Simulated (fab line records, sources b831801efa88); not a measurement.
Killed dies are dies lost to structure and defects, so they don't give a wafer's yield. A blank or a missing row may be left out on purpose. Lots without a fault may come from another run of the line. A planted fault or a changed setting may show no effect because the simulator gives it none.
Which tool did it? | flow gf180mcu | 13 lots, 39 wafers sampled, at 2 steps of a route of 602

WHAT THE GAUGES READ, wafer by wafer
GF_M2_CD_MEAS_14: target cd 280 nm.
lot  | measured     | on        | cd_nm (nm)
L356 | day 20 04:57 | cd_sem-01 | 278.7 279.5 278.5
L359 | day 21 05:29 | cd_sem-01 | 281.1 281.4 281.8
L360 | day 21 15:52 | cd_sem-01 | 279.7 278.3 278.8
L362 | day 22 10:48 | cd_sem-01 | 279.5 280.6 280.3
L367 | day 24 02:12 | cd_sem-02 | 280.7 279.5 280.1
L369 | day 24 17:39 | cd_sem-02 | 281.6 281.3 281.4
L370 | day 24 23:23 | cd_sem-02 | 279.0 278.3 279.9
L372 | day 25 16:10 | cd_sem-02 | 276.7 277.9 277.5
L373 | day 25 20:18 | cd_sem-01 | 280.3 280.9 281.7
L374 | day 26 02:37 | cd_sem-01 | 278.4 279.9 278.5
L375 | day 26 16:10 | cd_sem-01 | 280.6 279.4 281.1
L376 | day 26 20:14 | cd_sem-01 | 280.9 281.7 281.9
L377 | day 27 00:51 | cd_sem-02 | 279.4 280.1 279.8

GF_V2_THK_MEAS_03.
lot  | measured     | on            | V2_CVD_02_THK (nm)
L356 | day 20 05:57 | film_metro-01 | 839 854 869
L359 | day 21 06:28 | film_metro-01 | 828 851 856
L360 | day 21 16:52 | film_metro-02 | 835 842 859
L362 | day 22 11:55 | film_metro-04 | 833 840 843
L367 | day 24 03:12 | film_metro-02 | 812 814 828
L369 | day 24 18:40 | film_metro-04 | 854 856 863
L370 | day 25 00:31 | film_metro-04 | 840 841 844
L372 | day 25 17:14 | film_metro-04 | 836 845 854
L373 | day 25 21:19 | film_metro-04 | 810 831 842
L374 | day 26 03:37 | film_metro-04 | 832 836 865
L375 | day 26 17:11 | film_metro-01 | 832 836 856
L376 | day 26 21:15 | film_metro-04 | 835 849 859
L377 | day 27 01:52 | film_metro-01 | 839 852 860

WHICH TOOL RAN EACH LOT (tool, then ch and the chambers of the sampled wafers, then the start)
The record holds no process step before these readings.

WHAT THE TOOLS THEMSELVES READ (means of the sampled wafers that have a number; where no wafer has one, the mark that the record gives instead)
The record holds no such reading with a usual standard deviation.

THE ANSWER, worked out from the rows above alone
Rule: what is usual is taken from the lots themselves. Put in order of their means at a reading, lots are off if they are a third of the lots or fewer, leave a main group of 4 or more, and stand apart from it by a gap of 3 or more times the standard deviation of the main group's means; of several such gaps the widest counts. A main group whose means are all the same, to the digits that the tables above print for the reading, isn't used. A lot without any number at a reading at which 4 lots or more have one is off too. The other lots that the step has rows for count as sound. The gauges are gone through in route order, then the tools' own readings, and for those a lot's mean is taken as printed above. The first step at which some lot is off is used, and at that step the reading that is off furthest; a lot without a number counts as furthest.
No lot is off at any reading shown: from this, nothing can be told.

WHAT THE SIMULATOR HAD PUT IN
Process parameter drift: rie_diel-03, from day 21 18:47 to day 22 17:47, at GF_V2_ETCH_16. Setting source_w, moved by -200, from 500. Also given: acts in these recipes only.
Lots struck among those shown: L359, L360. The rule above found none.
